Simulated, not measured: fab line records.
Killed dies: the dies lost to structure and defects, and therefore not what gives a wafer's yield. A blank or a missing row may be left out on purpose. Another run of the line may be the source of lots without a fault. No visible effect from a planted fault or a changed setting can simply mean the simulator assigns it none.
fab line records -- flow sky130
record: lots: 5, wafers: 15, last-day: 50
route steps=708 shown LI_CONTACT@367 LOCAL_INTERCONNECT@387
lots with no fault: from the same line, run without faults
start-h: hours from the record's opening day to when the first of the lot's shown wafers began -- wait-h: hours elapsed since this lot's preceding step -- " the same as in the row above -- L1.1+2: one row covering several wafers at once -- - value missing, or start not given -- * or withheld: withheld -- < > ~ a bound
route shown NAME@n: a module of which the file shows steps, and the number in the route of the first -- usual: mean and standard deviation over wafers with no fault -- same: alike in all rows -- chamber/n: place in a boat -- sites: readings site by site -- _std_site: how widely they spread, as a standard deviation -- _edge_site: the outer-site mean with the inner-site mean subtracted -- radius-mm: how far each site lies from the wafer's centre -- mask NAME#n: copy n -- behind: tool/chamber where the wafer was last shaped -- hold: cause of the lot's hold/its duration in hours/its outcome -- device: which transistor (n, p or np) failed to switch -- end of line: the same wafers' tests at the end of the route -- a step with no rows: only its recipe -- killed: dies lost to structure and defects at the first sort, not the wafer's yield -- map: shows each die of a wafer: x if killed, . if not, _ if none is there
set.NAME: the setting that was run; set.NAME@STEP: the one run at that earlier step -- model.NAME: the simulator's own value behind a step, which no gauge read
lots at selected steps of the route; one table per step, one row per wafer
services: a tool's chamber out of use, with start hour (start-h, from the record's first day; less than 0 if before it), hours out, and reason
== steps ==
step: SKY_LI_CONTACT_HMDS_05
recipe: prime-time-s: 60, prime-temp-c: 120
usual: exhaust-pa: 45.1/0.88
lot.wafer,tool,chamber,start-h,wait-h,exhaust-pa
L075.2,litho-track-03,0,680.68,0.1,43.9
L075.3,litho-track-03,0,680.68,0.1,43.3
L075.6,litho-track-03,0,680.68,0.1,43.3
L079.2,litho-track-04,0,718.91,0.1,44.8
L079.4,litho-track-04,0,718.91,0.1,45.9
L079.6,litho-track-04,0,718.91,0.1,43.8
L081.1,litho-track-01,0,725.05,0.1,44.5
L081.2,litho-track-01,0,725.05,0.1,46.1
L081.6,litho-track-01,0,725.05,0.1,44.3
L087.2,litho-track-03,0,768.48,0.1,46.5
L087.5,litho-track-03,0,768.48,0.1,45.8
L087.6,litho-track-03,0,768.48,0.1,45.9
L096.1,litho-track-01,0,837.15,0.1,44.0
L096.3,litho-track-01,0,837.15,0.1,43.1
L096.5,litho-track-01,0,837.15,0.1,44.1
step: SKY_LI_CONTACT_COAT_06
recipe: resist: BARC, temp-c: withheld, time-s: withheld, spin-rpm: 3000, resist-thk-nm: 60
usual: exhaust-pa: 45.0/0.89
lot.wafer,tool,chamber,start-h,wait-h,exhaust-pa
L075.2,litho-track-03,0,680.83,0.1,45.5
L075.3,litho-track-03,0,680.83,0.1,44.6
L075.6,litho-track-03,0,680.83,0.1,45.3
L079.2,litho-track-04,0,719.06,0.1,45.8
L079.4,litho-track-04,0,719.06,0.1,45.4
L079.6,litho-track-04,0,719.06,0.1,44.1
L081.1,litho-track-01,0,725.20,0.1,45.2
L081.2,litho-track-01,0,725.20,0.1,43.7
L081.6,litho-track-01,0,725.20,0.1,43.6
L087.2,litho-track-03,0,768.63,0.1,45.8
L087.5,litho-track-03,0,768.63,0.1,45.1
L087.6,litho-track-03,0,768.63,0.1,43.6
L096.1,litho-track-01,0,837.30,0.1,45.3
L096.3,litho-track-01,0,837.30,0.1,46.3
L096.5,litho-track-01,0,837.30,0.1,45.9
step: SKY_LI_CONTACT_COAT_07
recipe: resist: KrF-thick, spin-rpm: 3000, resist-thk-nm: 450
usual: exhaust-pa: 44.8/0.84
lot.wafer,tool,chamber,start-h,wait-h,exhaust-pa
L075.2,litho-track-03,0,-,-,43.7
L075.3,litho-track-03,0,-,-,45.5
L075.6,litho-track-03,0,-,-,45.1
L079.2,litho-track-04,0,-,-,44.3
L079.4,litho-track-04,0,-,-,44.7
L079.6,litho-track-04,0,-,-,46.3
L081.1,litho-track-01,0,-,-,45.7
L081.2,litho-track-01,0,-,-,45.9
L081.6,litho-track-01,0,-,-,45.5
L087.2,litho-track-03,0,-,-,46.2
L087.5,litho-track-03,0,-,-,45.6
L087.6,litho-track-03,0,-,-,46.1
L096.1,litho-track-01,0,-,-,44.5
L096.3,litho-track-01,0,-,-,45.6
L096.5,litho-track-01,0,-,-,45.1
step: SKY_LI_CONTACT_SOFTBAKE_08
recipe: temp-c: 100, time-s: 90, resist: KrF-thick
usual: exhaust-pa: 45.2/0.92
lot.wafer,tool,chamber,start-h,wait-h,exhaust-pa
L075.2,litho-track-03,0,-,-,45.3
L075.3,litho-track-03,0,-,-,44.6
L075.6,litho-track-03,0,-,-,45.0
L079.2,litho-track-04,0,-,-,45.0
L079.4,litho-track-04,0,-,-,46.5
L079.6,litho-track-04,0,-,-,45.5
L081.1,litho-track-01,0,-,-,44.9
L081.2,litho-track-01,0,-,-,46.0
L081.6,litho-track-01,0,-,-,45.4
L087.2,litho-track-03,0,-,-,44.4
L087.5,litho-track-03,0,-,-,45.6
L087.6,litho-track-03,0,-,-,46.8
L096.1,litho-track-01,0,-,-,45.0
L096.3,litho-track-01,0,-,-,45.3
L096.5,litho-track-01,0,-,-,46.0
step: SKY_LI_CONTACT_EXPOSE_09
recipe: mask-id: LICM1, na: 0.8, source-shape: annular, sigma-inner: 0.55, sigma-outer: 0.85, target-cd-nm: 170, dose-mj: 38
same: na: 0.8
lot.wafer,tool,chamber,start-h,wait-h,mask
L075.2+3+6,krf-scanner-02,0,-,-,LICM1#0
L079.2+4+6,krf-scanner-02,0,-,-,LICM1#0
L081.1+2+6,krf-scanner-01,0,-,-,LICM1#0
L087.2+5+6,krf-scanner-01,0,-,-,LICM1#0
L096.1+3+5,krf-scanner-02,0,-,-,LICM1#0
step: SKY_LI_CONTACT_PEB_10
recipe: peb-temp-c: withheld, peb-time-s: withheld, resist: KrF-thick
usual: exhaust-pa: 44.8/0.98
lot.wafer,tool,chamber,start-h,wait-h,exhaust-pa
L075.2,litho-track-01,0,-,-,45.3
L075.3,litho-track-01,0,-,-,43.6
L075.6,litho-track-01,0,-,-,42.9
L079.2,litho-track-04,0,-,-,43.9
L079.4,litho-track-04,0,-,-,44.1
L079.6,litho-track-04,0,-,-,43.6
L081.1,litho-track-03,0,-,-,44.7
L081.2,litho-track-03,0,-,-,44.9
L081.6,litho-track-03,0,-,-,46.7
L087.2,litho-track-01,0,-,-,45.1
L087.5,litho-track-01,0,-,-,44.5
L087.6,litho-track-01,0,-,-,44.9
L096.1,litho-track-03,0,-,-,45.9
L096.3,litho-track-03,0,-,-,45.7
L096.5,litho-track-03,0,-,-,46.0
step: SKY_LI_CONTACT_DEVELOP_11
recipe: develop-time-s: 60, resist: KrF-thick, dev-temp-c: 21
usual: exhaust-pa: 45.0/0.9
lot.wafer,tool,chamber,start-h,wait-h,exhaust-pa
L075.2,litho-track-01,0,-,-,44.8
L075.3,litho-track-01,0,-,-,44.0
L075.6,litho-track-01,0,-,-,44.6
L079.2,litho-track-04,0,-,-,45.7
L079.4,litho-track-04,0,-,-,45.7
L079.6,litho-track-04,0,-,-,46.9
L081.1,litho-track-03,0,-,-,45.1
L081.2,litho-track-03,0,-,-,46.1
L081.6,litho-track-03,0,-,-,45.6
L087.2,litho-track-01,0,-,-,45.1
L087.5,litho-track-01,0,-,-,45.0
L087.6,litho-track-01,0,-,-,46.2
L096.1,litho-track-03,0,-,-,47.3
L096.3,litho-track-03,0,-,-,46.0
L096.5,litho-track-03,0,-,-,47.1
step: SKY_LI_CONTACT_CD_MEAS_12
recipe: target-cd-nm: 170
usual: cd-nm: 170.6/1.4
lot.wafer,tool,chamber,start-h,wait-h,cd-nm
L075.2,cd-sem-01,-,695.57,-,172.7
L075.3,cd-sem-01,-,695.57,-,173.0
L075.6,cd-sem-01,-,695.57,-,173.9
L079.2,cd-sem-02,-,732.60,-,166.8
L079.4,cd-sem-02,-,732.60,-,168.2
L079.6,cd-sem-02,-,732.60,-,167.9
L081.1,cd-sem-01,-,739.31,-,166.9
L081.2,cd-sem-01,-,739.31,-,168.5
L081.6,cd-sem-01,-,739.31,-,169.2
L087.2,cd-sem-02,-,782.37,-,170.1
L087.5,cd-sem-02,-,782.37,-,169.1
L087.6,cd-sem-02,-,782.37,-,168.3
L096.1,cd-sem-02,-,849.71,-,171.5
L096.3,cd-sem-02,-,849.71,-,169.4
L096.5,cd-sem-02,-,849.71,-,170.8
step: SKY_LI_CONTACT_OVL_MEAS_13
usual: LI_CONTACT_OVL: -1/6
lot.wafer,tool,chamber,start-h,wait-h,LI_CONTACT_OVL[nm]
L075.2,overlay-02,-,695.68,0.1,3
L075.3,overlay-02,-,695.68,0.1,1
L075.6,overlay-02,-,695.68,0.1,-3
L079.2,overlay-01,-,732.71,0.1,-10
L079.4,overlay-01,-,732.71,0.1,-14
L079.6,overlay-01,-,732.71,0.1,-3
L081.1,overlay-02,-,739.43,0.1,-5
L081.2,overlay-02,-,739.43,0.1,-10
L081.6,overlay-02,-,739.43,0.1,-12
L087.2,overlay-01,-,782.48,0.1,0
L087.5,overlay-01,-,782.48,0.1,-7
L087.6,overlay-01,-,782.48,0.1,-6
L096.1,overlay-02,-,849.83,0.1,7
L096.3,overlay-02,-,849.83,0.1,3
L096.5,overlay-02,-,849.83,0.1,-1
step: SKY_LI_CONTACT_ETCH_14
recipe: chemistry: N2/H2, target: BARC, ion-energy-ev: 200, source-w: 500, bias-w: 100, pressure-mtorr: 30, n2-flow-sccm: 100, h2-flow-sccm: 200, stop-on: SiO2, time-s: 45.9, target-depth-a: 600
usual: chamber-pressure-mTorr: 30.002/0.027, drypump-motor-current-A: 5.7/0.4, n2-flow-sccm: 100.0/0.3, oes-product-au: 0.855/0.0046, throttle-valve-pct: 13.225/0.0086
lot.wafer,tool,chamber,start-h,wait-h,chamber-pressure-mTorr,drypump-motor-current-A,n2-flow-sccm,oes-product-au,rf-hours-counter-h,throttle-valve-pct
L075.2,rie-diel-04,3,695.71,0.0,30.000,6.1,100.0,0.855,12,13.237
L075.3,rie-diel-04,2,695.71,0.0,29.979,5.1,99.7,0.850,1,13.218
L075.6,rie-diel-04,1,695.71,0.0,30.000,5.8,100.0,0.852,-,13.223
L079.2,rie-diel-03,0,732.74,0.0,30.000,6.1,100.2,0.854,44,13.208
L079.4,rie-diel-03,2,732.74,0.0,30.028,5.3,99.8,0.855,-,13.236
L079.6,rie-diel-03,0,732.74,0.0,29.974,6.1,99.9,0.856,-,13.252
L081.1,rie-diel-04,2,739.47,0.0,30.036,5.1,100.6,0.858,2,13.221
L081.2,rie-diel-04,3,739.47,0.0,29.988,6.1,100.0,0.850,13,13.241
L081.6,rie-diel-04,0,739.47,0.0,30.008,6.1,99.8,0.853,-,13.229
L087.2,rie-diel-04,2,782.51,0.0,30.000,5.1,100.1,0.853,4,13.222
L087.5,rie-diel-04,2,782.51,0.0,29.994,5.1,99.6,0.853,-,13.214
L087.6,rie-diel-04,1,782.51,0.0,29.984,5.8,99.7,0.854,-,13.208
L096.1,rie-diel-02,1,849.87,0.0,30.016,4.9,100.1,0.849,9,13.218
L096.3,rie-diel-02,3,849.87,0.0,29.979,5.9,100.3,0.855,1,13.223
L096.5,rie-diel-02,2,849.87,0.0,30.063,5.8,99.8,0.859,-,13.216
step: SKY_LI_CONTACT_ETCH_15
recipe: target: PSG, chemistry: C4F8/O2/Ar, stop-on: Si, taper-deg: 4.15, mask-material: KrF-thick, source-w: 1500, bias-w: 1200, pressure-mtorr: 40, c4f8-flow-sccm: withheld, O2_flow_sccm: 6, Ar_flow_sccm: 300, time-s: withheld, target-depth-a: 6000
usual: chamber-pressure-mTorr: 39.99/0.039, oes-product-au: 0.837/0.005
lot.wafer,tool,chamber,start-h,wait-h,chamber-pressure-mTorr,oes-product-au
L075.2,rie-diel-04,3,695.75,0.0,39.98,0.830
L075.3,rie-diel-04,2,695.75,0.0,40.04,0.834
L075.6,rie-diel-04,1,695.75,0.0,40.02,0.836
L079.2,rie-diel-03,0,732.78,0.0,39.97,0.838
L079.4,rie-diel-03,2,732.78,0.0,40.00,0.835
L079.6,rie-diel-03,0,732.78,0.0,40.05,0.834
L081.1,rie-diel-04,2,739.51,0.0,40.01,0.841
L081.2,rie-diel-04,3,739.51,0.0,39.97,0.832
L081.6,rie-diel-04,0,739.51,0.0,40.02,0.837
L087.2,rie-diel-04,2,782.55,0.0,40.01,0.833
L087.5,rie-diel-04,2,782.55,0.0,39.98,0.830
L087.6,rie-diel-04,1,782.55,0.0,39.95,0.833
L096.1,rie-diel-02,1,849.91,0.0,40.03,0.842
L096.3,rie-diel-02,3,849.91,0.0,39.96,0.838
L096.5,rie-diel-02,2,849.91,0.0,39.99,0.832
step: SKY_LI_CONTACT_STRIP_16
recipe: chemistry: O2/N2, power-w: 1400, pressure-mtorr: 1500, platen-temp-c: withheld, o2-flow-sccm: 3000, n2-flow-sccm: 300, overash-fraction: 0.5
usual: chamber-pressure-mTorr: 1500.0/1.3, drypump-motor-current-A: 5.9/0.37, n2-flow-sccm: 300.0/0.94, oes-product-au: 0.375/0.0053, strip-time-to-endpoint-s: 3.49/0.039
lot.wafer,tool,chamber,start-h,wait-h,chamber-pressure-mTorr,drypump-motor-current-A,n2-flow-sccm,oes-product-au,rf-hours-counter-h,strip-time-to-endpoint-s
L075.2,plasma-asher-02,0,695.83,-,1499.1,6.0,296.8,0.369,51,3.49
L075.3,plasma-asher-02,0,695.83,-,1497.7,6.0,298.0,0.377,-,3.46
L075.6,plasma-asher-02,1,695.83,-,1499.5,5.4,301.1,0.369,-,3.52
L079.2,plasma-asher-02,0,732.87,-,1499.3,6.0,298.5,0.375,53,3.46
L079.4,plasma-asher-02,1,732.87,-,1500.0,5.4,298.8,0.381,-,3.48
L079.6,plasma-asher-02,0,732.87,-,1500.5,6.0,300.9,0.381,-,3.47
L081.1,plasma-asher-02,0,739.59,-,1499.1,6.0,301.5,0.376,54,3.54
L081.2,plasma-asher-02,1,739.59,-,1499.3,5.4,299.6,0.370,54,3.51
L081.6,plasma-asher-02,0,739.59,-,1500.1,6.0,301.9,0.376,-,3.51
L087.2,plasma-asher-04,1,782.63,-,1500.3,5.8,300.7,0.374,96,3.53
L087.5,plasma-asher-04,1,782.63,-,1501.7,5.8,300.9,0.377,-,3.50
L087.6,plasma-asher-04,0,782.63,-,1499.3,6.4,298.9,0.375,-,3.51
L096.1,plasma-asher-03,1,849.99,-,1499.5,6.4,300.3,0.373,11,3.49
L096.3,plasma-asher-03,0,849.99,-,1500.2,5.6,302.0,0.367,-,3.47
L096.5,plasma-asher-03,1,849.99,-,1498.9,6.4,301.1,0.374,-,3.50
step: SKY_LI_CONTACT_CLEAN_17
recipe: chemistry: NMP, time-s: 600, temp-c: 60, dry: n2-spin
lot.wafer,tool,chamber,start-h,wait-h
L075.2+3+6,wet-bench-01,3,695.93,0.1
L079.2+4+6,wet-bench-03,1,732.97,0.1
L081.1+2+6,wet-bench-01,0,739.69,0.1
L087.2+5+6,wet-bench-01,0,782.73,0.1
L096.1+3+5,wet-bench-03,3,850.09,0.1
step: SKY_LI_CONTACT_PRE_CLEAN_18
recipe: gas: Ar, time-s: 5.6, bias-v: 358
lot.wafer,tool,chamber,start-h,wait-h
L075.2+3+6,pvd-sputter-02,-,696.11,0.0
L079.2+4+6,pvd-sputter-01,-,733.16,0.0
L081.1+2+6,pvd-sputter-04,-,739.90,0.0
L087.2+5+6,pvd-sputter-01,-,783.08,0.0
L096.1+3+5,pvd-sputter-04,-,850.27,0.0
step: SKY_LI_CONTACT_SPUTTER_19
recipe: material: Ti, target-thk-nm: 20, chamber-pressure-pa: 5, power-w: 2500, substrate-temp-c: 200, time-s: 106.37
usual: throttle-valve-pct: 30.4/0.99
lot.wafer,tool,chamber,start-h,wait-h,throttle-valve-pct
L075.2,pvd-sputter-02,-,696.13,0.0,29.0
L075.3,pvd-sputter-02,-,696.13,0.0,30.4
L075.6,pvd-sputter-02,-,696.13,0.0,30.5
L079.2,pvd-sputter-01,-,733.18,0.0,31.7
L079.4,pvd-sputter-01,-,733.18,0.0,32.6
L079.6,pvd-sputter-01,-,733.18,0.0,31.7
L081.1,pvd-sputter-04,-,739.92,0.0,30.0
L081.2,pvd-sputter-04,-,739.92,0.0,30.1
L081.6,pvd-sputter-04,-,739.92,0.0,29.5
L087.2,pvd-sputter-01,-,783.10,0.0,31.6
L087.5,pvd-sputter-01,-,783.10,0.0,29.7
L087.6,pvd-sputter-01,-,783.10,0.0,29.9
L096.1,pvd-sputter-04,-,850.29,0.0,29.9
L096.3,pvd-sputter-04,-,850.29,0.0,30.0
L096.5,pvd-sputter-04,-,850.29,0.0,30.3
step: SKY_LI_CONTACT_SPUTTER_20
recipe: material: TiN, target-thk-nm: 20, chamber-pressure-pa: 5, power-w: 4000, time-s: 80
usual: throttle-valve-pct: 30.4/0.98
lot.wafer,tool,chamber,start-h,wait-h,throttle-valve-pct
L075.2,pvd-sputter-02,-,696.20,0.0,29.2
L075.3,pvd-sputter-02,-,696.20,0.0,30.4
L075.6,pvd-sputter-02,-,696.20,0.0,30.5
L079.2,pvd-sputter-01,-,733.25,0.0,31.6
L079.4,pvd-sputter-01,-,733.25,0.0,32.6
L079.6,pvd-sputter-01,-,733.25,0.0,31.5
L081.1,pvd-sputter-04,-,740.00,0.0,30.1
L081.2,pvd-sputter-04,-,740.00,0.0,29.7
L081.6,pvd-sputter-04,-,740.00,0.0,29.8
L087.2,pvd-sputter-01,-,783.18,0.0,31.3
L087.5,pvd-sputter-01,-,783.18,0.0,30.0
L087.6,pvd-sputter-01,-,783.18,0.0,30.2
L096.1,pvd-sputter-04,-,850.36,0.0,30.0
L096.3,pvd-sputter-04,-,850.36,0.0,30.1
L096.5,pvd-sputter-04,-,850.36,0.0,30.4
step: SKY_LI_CONTACT_CVD_21
recipe: material: W, target-thk-nm: 400, time-s: 120.56, temp-c: 400, pressure-torr: 40
usual: heater-power-w: 805/30
lot.wafer,tool,chamber,start-h,wait-h,heater-power-w
L075.2,cvd-w-01,1,696.27,0.0,817
L075.3,cvd-w-01,0,696.27,0.0,788
L075.6,cvd-w-01,1,696.27,0.0,837
L079.2,cvd-w-01,0,733.32,0.0,800
L079.4,cvd-w-01,1,733.32,0.0,834
L079.6,cvd-w-01,0,733.32,0.0,782
L081.1,cvd-w-01,0,740.06,0.0,790
L081.2,cvd-w-01,1,740.06,0.0,839
L081.6,cvd-w-01,0,740.06,0.0,783
L087.2,cvd-w-01,0,783.24,0.0,807
L087.5,cvd-w-01,1,783.24,0.0,838
L087.6,cvd-w-01,0,783.24,0.0,798
L096.1,cvd-w-02,0,850.42,0.0,782
L096.3,cvd-w-02,1,850.42,0.0,816
L096.5,cvd-w-02,1,850.42,0.0,816
step: SKY_LI_CONTACT_RS_MEAS_22
recipe: thk-meas-gauge: four-point-probe, reads: W_of_LI_CONTACT_CVD_21+TiN_of_LI_CONTACT_SPUTTER_20+Ti_of_LI_CONTACT_SPUTTER_19
usual: LI_CONTACT_W_RS: 0.287/0.0037
lot.wafer,tool,chamber,start-h,wait-h,LI_CONTACT_W_RS[ohm/sq]
L075.2,film-metro-02,-,696.41,0.1,0.284
L075.3,film-metro-02,-,696.41,0.1,0.287
L075.6,film-metro-02,-,696.41,0.1,0.287
L079.2,film-metro-04,-,733.46,0.1,0.286
L079.4,film-metro-04,-,733.46,0.1,0.281
L079.6,film-metro-04,-,733.46,0.1,0.285
L081.1,film-metro-01,-,740.18,0.1,0.289
L081.2,film-metro-01,-,740.18,0.1,0.284
L081.6,film-metro-01,-,740.18,0.1,0.283
L087.2,film-metro-01,-,783.39,0.1,0.290
L087.5,film-metro-01,-,783.39,0.1,0.290
L087.6,film-metro-01,-,783.39,0.1,0.290
L096.1,film-metro-04,-,850.55,0.1,0.284
L096.3,film-metro-04,-,850.55,0.1,0.289
L096.5,film-metro-04,-,850.55,0.1,0.291
step: SKY_LI_CONTACT_THK_MEAS_23
recipe: thk-meas-gauge: xrf, reads: W_of_LI_CONTACT_CVD_21
usual: LI_CONTACT_W_THK: 398/5.7
lot.wafer,tool,chamber,start-h,wait-h,LI_CONTACT_W_THK[nm]
L075.2,film-metro-02,-,696.52,0.1,403
L075.3,film-metro-02,-,696.52,0.1,399
L075.6,film-metro-02,-,696.52,0.1,397
L079.2,film-metro-04,-,733.57,0.1,396
L079.4,film-metro-04,-,733.57,0.1,405
L079.6,film-metro-04,-,733.57,0.1,398
L081.1,film-metro-01,-,740.30,0.1,387
L081.2,film-metro-01,-,740.30,0.1,397
L081.6,film-metro-01,-,740.30,0.1,397
L087.2,film-metro-01,-,783.50,0.1,390
L087.5,film-metro-01,-,783.50,0.1,391
L087.6,film-metro-01,-,783.50,0.1,391
L096.1,film-metro-04,-,850.67,0.1,398
L096.3,film-metro-04,-,850.67,0.1,394
L096.5,film-metro-04,-,850.67,0.1,391
step: SKY_LI_CONTACT_CMP_24
recipe: stop-on: PSG, t-overpolish-s: 20, down-force-psi: 3.5, platen-rpm: 60, target-thk-nm: 0, pad-velocity-m-s: 0.94248
usual: motor-current-A: 11.0/1.1, overpolish-run-s: 19.998/0.0084, time-to-endpoint-s: 96/4.4
lot.wafer,tool,chamber,start-h,wait-h,motor-current-A,overpolish-run-s,time-to-endpoint-s
L075.2,cmp-01,0,696.62,0.1,11.3,19.983,100
L075.3,cmp-01,1,696.62,0.1,9.9,20.000,100
L075.6,cmp-01,3,696.62,0.1,12.0,19.993,90
L079.4,cmp-01,1,733.86,0.3,10.1,19.998,109
L079.2,cmp-01,2,733.86,0.3,8.2,20.007,95
L079.6,cmp-01,3,733.86,0.3,11.8,19.993,97
L081.1,cmp-02,3,740.36,0.1,11.3,20.013,93
L081.2,cmp-02,0,740.36,0.1,11.8,20.012,93
L081.6,cmp-02,0,740.36,0.1,12.1,20.017,92
L087.2,cmp-02,1,783.65,0.1,11.0,19.996,95
L087.5,cmp-02,3,783.65,0.1,12.2,19.989,93
L087.6,cmp-02,0,783.65,0.1,11.9,19.994,89
L096.3,cmp-01,1,850.83,0.1,10.5,19.989,103
L096.1,cmp-01,2,850.83,0.1,8.5,19.987,92
L096.5,cmp-01,0,850.83,0.1,10.6,20.011,99
step: SKY_LOCAL_INTERCONNECT_SPUTTER_00
recipe: material: TiN, target-thk-nm: 100, temp-c: 300, power-w: 6500, time-s: 83.3, chamber-pressure-pa: 0.4
usual: throttle-valve-pct: 30.6/1.1
lot.wafer,tool,chamber,start-h,wait-h,throttle-valve-pct
L075.2,pvd-sputter-03,-,696.87,0.2,29.2
L075.3,pvd-sputter-03,-,696.87,0.2,29.9
L075.6,pvd-sputter-03,-,696.87,0.2,30.1
L079.2,pvd-sputter-02,-,734.06,0.1,31.3
L079.4,pvd-sputter-02,-,734.06,0.1,28.9
L079.6,pvd-sputter-02,-,734.06,0.1,28.7
L081.1,pvd-sputter-02,-,740.66,0.2,30.6
L081.2,pvd-sputter-02,-,740.66,0.2,28.9
L081.6,pvd-sputter-02,-,740.66,0.2,28.8
L087.2,pvd-sputter-03,-,783.85,0.1,29.5
L087.5,pvd-sputter-03,-,783.85,0.1,30.3
L087.6,pvd-sputter-03,-,783.85,0.1,29.2
L096.1,pvd-sputter-03,-,851.03,0.1,30.3
L096.3,pvd-sputter-03,-,851.03,0.1,31.1
L096.5,pvd-sputter-03,-,851.03,0.1,29.9
step: SKY_LOCAL_INTERCONNECT_RS_MEAS_01
recipe: thk-meas-gauge: four-point-probe, reads: TiN_of_LOCAL_INTERCONNECT_SPUTTER_00
usual: LOCAL_INTERCONNECT_TIN_RS: 14.15/0.14
lot.wafer,tool,chamber,start-h,wait-h,LOCAL_INTERCONNECT_TIN_RS[ohm/sq]
L075.2,film-metro-03,-,696.95,0.1,14.26
L075.3,film-metro-03,-,696.95,0.1,14.04
L075.6,film-metro-03,-,696.95,0.1,14.14
L079.2,film-metro-02,-,734.15,0.1,14.17
L079.4,film-metro-02,-,734.15,0.1,14.29
L079.6,film-metro-02,-,734.15,0.1,14.17
L081.1,film-metro-02,-,740.73,0.0,14.24
L081.2,film-metro-02,-,740.73,0.0,14.34
L081.6,film-metro-02,-,740.73,0.0,14.39
L087.2,film-metro-04,-,783.93,0.1,14.20
L087.5,film-metro-04,-,783.93,0.1,14.19
L087.6,film-metro-04,-,783.93,0.1,14.40
L096.1,film-metro-03,-,851.09,0.0,14.00
L096.3,film-metro-03,-,851.09,0.0,14.11
L096.5,film-metro-03,-,851.09,0.0,13.98
step: SKY_LOCAL_INTERCONNECT_THK_MEAS_02
recipe: thk-meas-gauge: xrf, reads: TiN_of_LOCAL_INTERCONNECT_SPUTTER_00
usual: LOCAL_INTERCONNECT_TIN_THK: 99.7/1.4
lot.wafer,tool,chamber,start-h,wait-h,LOCAL_INTERCONNECT_TIN_THK[nm]
L075.2,film-metro-03,-,697.06,0.1,100.1
L075.3,film-metro-03,-,697.06,0.1,101.3
L075.6,film-metro-03,-,697.06,0.1,100.7
L079.2,film-metro-02,-,734.26,0.1,99.1
L079.4,film-metro-02,-,734.26,0.1,98.2
L079.6,film-metro-02,-,734.26,0.1,98.9
L081.1,film-metro-02,-,740.85,0.1,98.5
L081.2,film-metro-02,-,740.85,0.1,97.8
L081.6,film-metro-02,-,740.85,0.1,97.6
L087.2,film-metro-04,-,784.04,0.1,99.2
L087.5,film-metro-04,-,784.04,0.1,99.5
L087.6,film-metro-04,-,784.04,0.1,97.8
L096.1,film-metro-03,-,851.21,0.1,102.1
L096.3,film-metro-03,-,851.21,0.1,100.9
L096.5,film-metro-03,-,851.21,0.1,102.2
== services ==
tool,chamber,start-h,hours,kind
cmp-01,-,663.03,0.4,repair
krf-scanner-01,-,666.44,0.8,pm
cmp-02,-,667.18,0.5,repair
rie-diel-04,3,672.83,6.9,repair
cmp-01,-,681.32,3.7,repair
plasma-asher-02,-,696.33,14.6,pm
pvd-sputter-04,-,702.63,3.6,repair
rie-diel-03,1,707.61,32.4,repair
pvd-sputter-03,-,709.37,1.9,repair
cmp-01,-,709.92,23.8,repair
rie-diel-04,1,712.43,20.2,repair
pvd-sputter-03,-,722.61,8.9,repair
cmp-01,-,734.46,1.3,repair
cmp-01,-,744.08,4.0,pm
krf-scanner-02,-,746.88,0.8,pm
pvd-sputter-04,-,750.59,8.9,repair
wet-bench-01,-,757.05,2.0,repair
krf-scanner-02,-,774.46,1.3,pm
rie-diel-04,2,779.68,2.4,repair
krf-scanner-02,-,785.11,1.0,pm
rie-diel-04,-,806.81,2.9,repair
pvd-sputter-01,-,820.13,2.4,repair
cvd-w-01,-,823.83,2.0,repair
cmp-01,-,830.29,0.9,repair
== key ==
fault none
